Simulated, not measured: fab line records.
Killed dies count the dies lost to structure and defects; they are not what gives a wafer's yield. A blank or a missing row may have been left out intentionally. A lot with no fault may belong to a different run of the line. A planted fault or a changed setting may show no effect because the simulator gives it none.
fab line records    flow sky130
record lots=11  wafers=33  last-day=50
route steps=708 shown METAL2@501 VIA2@508 METAL3@536 PAD_OPEN@708
lots that met no fault: from a run of the same line without faults
start-h: hours from the record's opening day to when the first of the lot's shown wafers began    wait-h: hours from the lot's prior step to this one    " as in the row above    L1.1+2: a single row standing in for several wafers    - no value, or no start given    * or withheld: withheld    < > ~ a bound
route shown NAME@n: names a module that has steps shown in the file, with the first one's number in the route    usual: mean/standard deviation of fault-free wafers    same: alike in all rows    chamber/n: place in a boat    sites: each site's reading    _std_site: the standard deviation of these    _edge_site: mean of outer sites minus mean of inner sites    radius-mm: how far each site lies from the wafer's centre    mask NAME#n: copy n    behind: the tool/chamber that last shaped the wafer    hold: why the lot went on hold/how many hours it stayed there/how the hold came to an end    device: the transistor (n, p or np) that didn't switch    end of line: the tests these same wafers got at the end of their route    for a step that has no rows: nothing shown but its recipe    killed: not the wafer's yield, but the dies lost to structure and defects at the first sort    map: dies across one wafer; x = killed, . = not, _ = none there
set.NAME: the setting the step ran with; set.NAME@STEP: the setting that earlier step ran with    model.NAME: the simulator's own value behind a step, which no gauge read
the route's steps for a sample of lots (tables are steps, rows are wafers)
services: the hour from which a tool's chamber was out of use, counted from the record's first day as start-h (under 0 if before that day), plus the number of hours and why
## steps
# step SKY_METAL2_ETCH_18
# recipe chemistry=N2/H2  target=BARC  ion-energy-ev=200  bias-w=100  pressure-mtorr=30  n2-flow-sccm=100  h2-flow-sccm=200  icp-w=500  stop-on=SiO2  time-s=45.9  target-depth-a=600
# usual drypump-motor-current-A=5.7/0.47  oes-product-au=0.854/0.0051  throttle-valve-pct=13.226/0.0087
lot.wafer  tool          chamber  start-h  wait-h  drypump-motor-current-A  oes-product-au  rf-hours-counter-h  throttle-valve-pct
L619.1     rie-metal-02  1        815.61   0.0     6.4                      0.851           0                   13.225
L619.4     "             0        "        "       5.4                      0.844           -                   13.240
L619.5     "             0        "        "       5.4                      0.859           -                   13.219
L620.2     rie-metal-01  0        828.91   0.0     5.6                      0.854           1                   13.250
L620.3     "             1        "        "       5.6                      0.847           -                   13.216
L620.5     "             0        "        "       5.6                      0.846           -                   13.209
L623.2     rie-metal-02  1        851.91   0.0     6.4                      0.858           2                   13.225
L623.5     "             1        "        "       6.4                      0.857           -                   13.231
L623.6     "             0        "        "       5.4                      0.850           -                   13.220
L626.1     rie-metal-01  0        869.72   0.0     5.6                      0.851           3                   13.213
L626.4     "             1        "        "       5.6                      0.857           -                   13.220
L626.5     "             1        "        "       5.6                      0.854           -                   13.231
L629.3     rie-metal-02  0        904.82   0.0     5.3                      0.856           -                   13.239
L629.4     "             1        "        "       6.4                      0.852           -                   13.224
L629.5     "             1        "        "       6.4                      0.860           -                   13.223
L630.2     rie-metal-01  1        911.61   0.0     5.6                      0.859           9                   13.225
L630.4     "             1        "        "       5.6                      0.863           -                   13.228
L630.5     "             1        "        "       5.6                      0.854           -                   13.225
L632.2     rie-metal-04  0        920.81   0.0     4.6                      0.846           9                   13.230
L632.4     "             0        "        "       4.6                      0.847           -                   13.216
L632.5     "             1        "        "       5.9                      0.852           -                   13.222
L637.1     rie-metal-02  1        948.56   0.0     6.4                      0.854           7                   13.230
L637.2     "             0        "        "       5.4                      0.861           16                  13.229
L637.4     "             1        "        "       6.4                      0.858           -                   13.221
L640.1     rie-metal-01  1        965.43   0.0     5.6                      0.858           12                  13.232
L640.4     "             0        "        "       5.6                      0.859           -                   13.225
L640.5     "             1        "        "       5.6                      0.862           -                   13.243
L641.2     rie-metal-01  0        967.31   0.0     5.6                      0.859           7                   13.219
L641.3     "             0        "        "       5.6                      0.846           -                   13.224
L641.6     "             1        "        "       5.6                      0.859           -                   13.231
L642.1     rie-metal-02  0        977.48   0.0     5.4                      0.852           17                  13.201
L642.3     "             0        "        "       5.3                      0.856           -                   13.233
L642.6     "             1        "        "       6.4                      0.858           -                   13.230
# step SKY_VIA2_THK_MEAS_01
# recipe reads=SiO2_of_VIA2_HDPCVD_00
# usual VIA2_HDPCVD_THK=1180/10
lot.wafer  tool           chamber  start-h  wait-h  VIA2_HDPCVD_THK[nm]
L619.1     film-metro-03  -        816.48   0.1     1184
L619.4     "              -        "        "       1180
L619.5     "              -        "        "       1168
L620.2     film-metro-03  -        829.84   0.1     1164
L620.3     "              -        "        "       1175
L620.5     "              -        "        "       1172
L623.2     film-metro-01  -        852.94   0.1     1175
L623.5     "              -        "        "       1175
L623.6     "              -        "        "       1176
L626.1     film-metro-03  -        870.60   0.1     1171
L626.4     "              -        "        "       1183
L626.5     "              -        "        "       1166
L629.3     film-metro-02  -        905.69   0.1     1166
L629.4     "              -        "        "       1198
L629.5     "              -        "        "       1157
L630.2     film-metro-03  -        912.49   0.1     1178
L630.4     "              -        "        "       1182
L630.5     "              -        "        "       1185
L632.2     film-metro-01  -        921.73   0.1     1196
L632.4     "              -        "        "       1198
L632.5     "              -        "        "       1203
L637.1     film-metro-03  -        949.47   0.1     1174
L637.2     "              -        "        "       1183
L637.4     "              -        "        "       1185
L640.1     film-metro-03  -        966.42   0.1     1193
L640.4     "              -        "        "       1189
L640.5     "              -        "        "       1188
L641.2     film-metro-03  -        968.24   0.1     1181
L641.3     "              -        "        "       1175
L641.6     "              -        "        "       1205
L642.1     film-metro-01  -        978.35   0.1     1179
L642.3     "              -        "        "       1175
L642.6     "              -        "        "       1185
# step SKY_VIA2_COAT_06
# recipe resist=BARC  temp-c=withheld  time-s=withheld  spin-rpm=3000  resist-thk-nm=60
lot.wafer   tool            chamber  start-h  wait-h
L619.1+4+5  litho-track-03  0        829.49   0.1
L620.2+3+5  litho-track-02  0        842.99   0.1
L623.2+5+6  litho-track-02  0        866.99   0.1
L626.1+4+5  litho-track-03  0        883.44   0.1
L629.3+4+5  litho-track-03  0        918.49   0.1
L630.2+4+5  litho-track-03  0        925.21   0.1
L632.2+4+5  litho-track-04  0        933.00   0.1
L637.1+2+4  litho-track-04  0        961.67   0.1
L640.1+4+5  litho-track-04  0        977.92   0.1
L641.2+3+6  litho-track-04  0        979.95   0.1
L642.1+3+6  litho-track-03  0        990.69   0.1
# step SKY_VIA2_ETCH_14
# recipe chemistry=N2/H2  target=BARC  ion-energy-ev=200  source-w=500  bias-w=100  pressure-mtorr=30  n2-flow-sccm=100  h2-flow-sccm=200  stop-on=SiO2  time-s=45.9  target-depth-a=600
# usual drypump-motor-current-A=5.7/0.49  oes-product-au=0.855/0.0053  throttle-valve-pct=13.226/0.0084
lot.wafer  tool         chamber  start-h  wait-h  drypump-motor-current-A  oes-product-au  rf-hours-counter-h  throttle-valve-pct
L619.1     rie-diel-03  0        843.13   0.0     5.5                      0.856           22                  13.234
L619.4     "            3        "        "       5.5                      0.860           0                   13.234
L619.5     "            1        "        "       6.3                      0.861           -                   13.222
L620.2     rie-diel-03  3        856.19   0.0     5.5                      0.863           1                   13.234
L620.3     "            2        "        "       5.4                      0.853           3                   13.220
L620.5     "            0        "        "       5.5                      0.856           -                   13.222
L623.2     rie-diel-01  2        880.04   0.0     6.5                      0.844           5                   13.215
L623.5     "            3        "        "       5.9                      0.856           -                   13.242
L623.6     "            0        "        "       4.8                      0.851           -                   13.215
L626.1     rie-diel-01  3        897.45   0.0     5.9                      0.857           10                  13.216
L626.4     "            3        "        "       5.9                      0.852           -                   13.223
L626.5     "            0        "        "       4.8                      0.858           -                   13.225
L629.3     rie-diel-04  0        930.89   0.0     4.9                      0.848           12                  13.234
L629.4     "            3        "        "       6.3                      0.857           3                   13.224
L629.5     "            2        "        "       5.5                      0.854           -                   13.227
L630.2     rie-diel-03  3        937.92   0.0     5.5                      0.850           3                   13.215
L630.4     "            1        "        "       6.3                      0.864           6                   13.234
L630.5     "            0        "        "       5.4                      0.849           -                   13.210
L632.2     rie-diel-01  1        946.14   0.0     5.7                      0.854           2                   13.215
L632.4     "            3        "        "       5.9                      0.852           11                  13.239
L632.5     "            3        "        "       5.9                      0.858           -                   13.211
L637.1     rie-diel-03  0        973.52   0.0     5.5                      0.858           26                  13.226
L637.2     "            1        "        "       6.3                      0.852           7                   13.217
L637.4     "            2        "        "       5.5                      0.859           6                   13.232
L640.1     rie-diel-01  0        990.54   0.0     4.9                      0.882           11                  13.232
L640.4     "            1        "        "       5.6                      0.848           3                   13.210
L640.5     "            2        "        "       6.5                      0.853           -                   13.217
L641.2     rie-diel-03  2        993.09   0.0     5.4                      0.878           6                   13.233
L641.3     "            0        "        "       5.5                      0.856           26                  13.224
L641.6     "            0        "        "       5.4                      0.856           -                   13.231
L642.1     rie-diel-01  1        1002.69  0.0     5.6                      0.862           3                   13.243
L642.3     "            2        "        "       6.5                      0.858           8                   13.236
L642.6     "            1        "        "       5.6                      0.854           -                   13.225
# step SKY_METAL3_SPUTTER_04
# recipe material=TiN  target-thk-nm=70  power-w=6500  time-s=58.3  chamber-pressure-pa=0.4
# usual chamber-pressure-pa=0.4001/0.00083  throttle-valve-pct=30.2/1
lot.wafer  tool            chamber  start-h  wait-h  chamber-pressure-pa  throttle-valve-pct
L619.1     pvd-sputter-01  -        844.60   0.0     0.3992               30.9
L619.4     "               -        "        "       0.3996               29.3
L619.5     "               -        "        "       0.4002               30.1
L620.2     pvd-sputter-03  -        857.80   0.0     0.4004               30.3
L620.3     "               -        "        "       0.3991               30.5
L620.5     "               -        "        "       0.4001               29.8
L623.2     pvd-sputter-03  -        881.54   0.0     0.3983               30.2
L623.5     "               -        "        "       0.3986               31.6
L623.6     "               -        "        "       0.4015               30.5
L626.1     pvd-sputter-01  -        899.01   0.0     0.3994               29.6
L626.4     "               -        "        "       0.4000               29.6
L626.5     "               -        "        "       0.4002               29.6
L629.3     pvd-sputter-01  -        932.37   0.0     0.3981               30.8
L629.4     "               -        "        "       0.4003               29.2
L629.5     "               -        "        "       0.4007               30.0
L630.2     pvd-sputter-03  -        939.42   0.0     0.4001               31.1
L630.4     "               -        "        "       0.4002               30.0
L630.5     "               -        "        "       0.4004               30.1
L632.2     pvd-sputter-04  -        947.65   0.0     0.3991               31.6
L632.4     "               -        "        "       0.3997               29.0
L632.5     "               -        "        "       0.3993               31.6
L637.1     pvd-sputter-01  -        975.00   0.0     0.4002               30.5
L637.2     "               -        "        "       0.3984               30.0
L637.4     "               -        "        "       0.3999               29.8
L640.1     pvd-sputter-03  -        992.02   0.0     0.3999               30.3
L640.4     "               -        "        "       0.3992               30.6
L640.5     "               -        "        "       0.4018               29.7
L641.2     pvd-sputter-03  -        994.57   0.0     0.4007               30.9
L641.3     "               -        "        "       0.3990               30.4
L641.6     "               -        "        "       0.3984               30.0
L642.1     pvd-sputter-03  -        1004.82  0.0     0.3997               30.1
L642.3     "               -        "        "       0.4000               29.6
L642.6     "               -        "        "       0.4000               31.9
# step SKY_PAD_OPEN_PROBE_99
# usual defect-limited-yield=82.3/2  killed_at_M0_to_M3=43/7.3  killed_at_M4_up=3.2/1.8  killed-at-contacts=24/5.8  killed-at-front-end=16/4.5  killed-at-other=0.3/0.53  killed-dies=87/9.9  killed-on-rim=17/3.8  killed-open=48/6.8  killed-short=39/6.9  sort_bin_3_pad_short=0.8/0.42  sort_bin_5_function=10.4/1.6  sort_bin_6_memory=6.4/1.2  sort-n-pass=405/9.9  sort-yield-pct=82.3/2
# same gross-dies=492  killed-at-back-side=0  sort_bin_4_leakage[%]=0  sort_bin_8_speed[%]=0
lot.wafer  tool       chamber  start-h  wait-h  defect-limited-yield[%]  killed_at_M0_to_M3  killed_at_M4_up  killed-at-contacts  killed-at-front-end  killed-at-other  killed-dies  killed-on-rim  killed-open  killed-short  sort_bin_3_pad_short[%]  sort_bin_5_function[%]  sort_bin_6_memory[%]  sort-n-pass  sort-yield-pct[%]
L629.3     prober-01  -        1138.99  0.2     81.3                     44                  2                33                  13                   0                92           21             58           34            0.8                      9.8                     8.1                   400          81.3
L629.4     prober-01  -        1139.04  0.2     77.6                     71                  4                19                  16                   0                110          17             56           54            1.0                      14.2                    7.1                   382          77.6
L629.5     prober-01  -        1139.09  0.2     80.1                     53                  4                23                  17                   1                98           22             43           55            1.0                      12.2                    6.7                   394          80.1
L630.2     prober-01  -        1144.94  0.1     84.1                     40                  3                21                  14                   0                78           15             42           36            0.6                      9.6                     5.7                   414          84.1
L630.4     prober-01  -        1145.04  0.2     81.7                     38                  1                33                  18                   0                90           22             54           36            0.8                      9.8                     7.7                   402          81.7
L630.5     prober-01  -        1145.09  0.2     84.6                     36                  4                16                  19                   1                76           13             45           31            0.6                      9.3                     5.5                   416          84.6
L632.2     prober-02  -        1150.85  0.1     83.5                     40                  1                23                  17                   0                81           11             41           40            1.4                      8.5                     6.5                   411          83.5
L632.4     prober-02  -        1150.95  0.2     80.7                     44                  2                29                  20                   0                95           24             50           45            1.2                      13.0                    5.1                   397          80.7
L632.5     prober-02  -        1151.00  0.2     79.7                     66                  1                21                  12                   0                100          19             67           33            1.0                      11.2                    8.1                   392          79.7
L637.1     prober-01  -        1173.23  0.1     81.1                     34                  9                26                  23                   1                93           16             46           47            1.2                      8.9                     8.7                   399          81.1
L637.2     prober-01  -        1173.28  0.1     80.5                     52                  1                16                  27                   0                96           17             48           48            1.6                      9.6                     8.3                   396          80.5
L637.4     prober-01  -        1173.38  0.2     80.7                     45                  4                29                  17                   0                95           12             52           43            0.6                      11.6                    7.1                   397          80.7
L640.1     prober-02  -        1184.49  0.1     81.7                     38                  5                31                  16                   0                90           20             43           47            0.6                      12.4                    5.3                   402          81.7
L642.1     prober-02  -        1193.15  0.1     80.3                     56                  4                21                  16                   0                97           20             55           42            2.0                      9.6                     8.1                   395          80.3
L642.3     prober-02  -        1193.25  0.2     81.5                     47                  3                23                  18                   0                91           15             57           34            1.2                      10.4                    6.9                   401          81.5
# killed by level:class
L629.3 VIA1:geometric-particle:open=13 LI_CONTACT:geometric-particle:open=11 METAL2:geometric-particle:short=7 CONTACT:geometric-particle:open=7 VIA2:geometric-particle:open=7 CONTACT:geometric-particle:short=6 POLY_GATE:geometric-particle:open=5 LI_CONTACT:geometric-particle:short=5
L629.4 VIA1:geometric-particle:open=18 VIA3:geometric-particle:open=11 METAL1:geometric-particle:short=10 CONTACT:geometric-particle:open=9 METAL2:geometric-particle:short=9 VIA2:geometric-particle:short=8 VIA2:geometric-particle:open=7 VIA1:geometric-particle:short=5
L629.5 LI_CONTACT:geometric-particle:open=13 METAL2:geometric-particle:short=10 VIA3:geometric-particle:open=8 POLY_GATE:geometric-particle:short=6 VIA2:geometric-particle:short=6 POLY_GATE:geometric-particle:open=5 METAL1:geometric-particle:short=5 VIA1:geometric-particle:open=5
L630.2 FIELD_ISO:geometric-particle:open=7 LI_CONTACT:geometric-particle:open=7 CONTACT:geometric-particle:open=6 VIA1:geometric-particle:open=6 VIA1:geometric-particle:short=6 VIA2:geometric-particle:open=6 VIA3:geometric-particle:open=6 METAL1:geometric-particle:short=4
L630.4 LI_CONTACT:geometric-particle:open=13 VIA1:geometric-particle:open=13 CONTACT:geometric-particle:open=9 METAL1:geometric-particle:short=7 FIELD_ISO:geometric-particle:open=5 LOCAL_INTERCONNECT:geometric-particle:short=4 VIA2:geometric-particle:short=4 POLY_GATE:geometric-particle:open=3
L630.5 VIA1:geometric-particle:open=8 POLY_GATE:geometric-particle:open=7 VIA3:geometric-particle:open=7 CONTACT:geometric-particle:open=6 METAL1:geometric-particle:short=4 VIA3:geometric-particle:short=4 FIELD_ISO:geometric-particle:open=3 POLY_GATE:geometric-particle:short=3
L632.2 VIA1:geometric-particle:open=10 LI_CONTACT:geometric-particle:open=8 POLY_GATE:geometric-particle:short=7 VIA1:geometric-particle:short=7 METAL2:geometric-particle:short=6 CONTACT:geometric-particle:open=5 FIELD_ISO:geometric-particle:open=4 CONTACT:geometric-particle:short=4
L632.4 CONTACT:geometric-particle:open=11 VIA3:geometric-particle:open=8 VIA1:geometric-particle:short=8 CONTACT:geometric-particle:short=7 FIELD_ISO:geometric-particle:open=6 VIA1:geometric-particle:open=6 LI_CONTACT:geometric-particle:open=5 VIA2:geometric-particle:short=5
L632.5 VIA1:geometric-particle:open=21 VIA2:geometric-particle:open=12 VIA3:geometric-particle:open=10 LI_CONTACT:geometric-particle:open=8 VIA1:geometric-particle:short=7 CONTACT:geometric-particle:open=7 METAL1:geometric-particle:short=6 METAL2:geometric-particle:short=4
L637.1 CONTACT:geometric-particle:open=11 VIA1:geometric-particle:open=11 FIELD_ISO:geometric-particle:short=8 METAL2:geometric-particle:short=7 FIELD_ISO:geometric-particle:open=6 POLY_GATE:geometric-particle:short=5 LI_CONTACT:geometric-particle:open=5 METAL4:geometric-particle:short=5
L637.2 VIA3:geometric-particle:open=10 CONTACT:geometric-particle:open=9 FIELD_ISO:geometric-particle:short=8 VIA1:geometric-particle:open=8 METAL1:geometric-particle:short=8 FIELD_ISO:geometric-particle:open=5 POLY_GATE:geometric-particle:short=5 METAL2:geometric-particle:short=5
L637.4 CONTACT:geometric-particle:open=11 VIA1:geometric-particle:open=10 LI_CONTACT:geometric-particle:open=8 METAL2:geometric-particle:short=8 VIA2:geometric-particle:open=7 POLY_GATE:geometric-particle:open=6 METAL1:geometric-particle:short=5 METAL3:geometric-particle:short=5
L640.1 CONTACT:geometric-particle:short=9 LI_CONTACT:geometric-particle:open=8 VIA1:geometric-particle:open=8 FIELD_ISO:geometric-particle:open=7 FIELD_ISO:geometric-particle:short=7 VIA2:geometric-particle:open=7 METAL4:geometric-particle:short=5 METAL1:geometric-particle:short=5
L642.1 VIA1:geometric-particle:open=11 VIA2:geometric-particle:open=10 CONTACT:geometric-particle:open=8 VIA1:geometric-particle:short=8 METAL2:geometric-particle:short=8 VIA2:geometric-particle:short=7 LI_CONTACT:geometric-particle:open=7 VIA3:geometric-particle:open=6
L642.3 VIA1:geometric-particle:open=12 VIA2:geometric-particle:open=11 METAL1:geometric-particle:short=8 FIELD_ISO:geometric-particle:open=6 CONTACT:geometric-particle:open=6 LI_CONTACT:geometric-particle:open=5 LI_CONTACT:geometric-particle:short=5 METAL2:geometric-particle:short=4
## services
tool            chamber  start-h  hours  kind
rie-diel-03     1        794.27   3.6    repair
pvd-sputter-03  -        806.96   1.1    repair
rie-metal-01    1        807.13   8.2    repair
rie-diel-03     3        809.74   -      clean
rie-diel-04     0        817.83   17.6   repair
rie-metal-01    -        823.42   4.0    pm
rie-diel-03     3        850.34   2.0    repair
rie-diel-04     2        861.71   1.9    repair
rie-metal-04    -        869.38   0.2    repair
rie-diel-01     2        884.93   14.6   repair
rie-diel-04     0        887.55   16.5   repair
rie-diel-04     3        892.80   1.5    repair
pvd-sputter-04  -        893.05   2.2    repair
rie-diel-03     -        894.21   28.1   pm
rie-metal-04    -        919.38   0.6    repair
rie-diel-03     0        927.88   3.5    repair
rie-metal-01    1        944.94   5.5    repair
pvd-sputter-03  -        966.99   1.4    repair
rie-diel-04     2        968.67   16.7   repair
rie-diel-04     -        979.03   0.4    repair
rie-metal-04    -        981.89   0.3    repair
rie-diel-01     -        991.22   2.8    pm
rie-diel-03     3        992.40   1.3    repair
pvd-sputter-03  -        997.30   3.7    repair
## key
first-sign step=SKY_VIA2_ETCH_14  reading=oes-product-au  direction=up  sigmas=4.7  usual=0.855  struck=0.880
effect none on later readings
met-at SKY_VIA2_COAT_06
struck-lots L640,L641
struck-wafers L640.1,L641.2
not-acting-at SKY_METAL2_ETCH_18,SKY_VIA2_THK_MEAS_01,SKY_METAL3_SPUTTER_04
onset-between 961.67 977.92
fault kind=process-parameter-drift  tool=litho-track-04  chamber=-  onset-h=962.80  steps=SKY_VIA2_COAT_06  channel=resist-thk-nm  offset=3.4276  shape=step  end-h=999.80  scope=struck-wafers-only  acts-in=these-recipes-only  stated=60
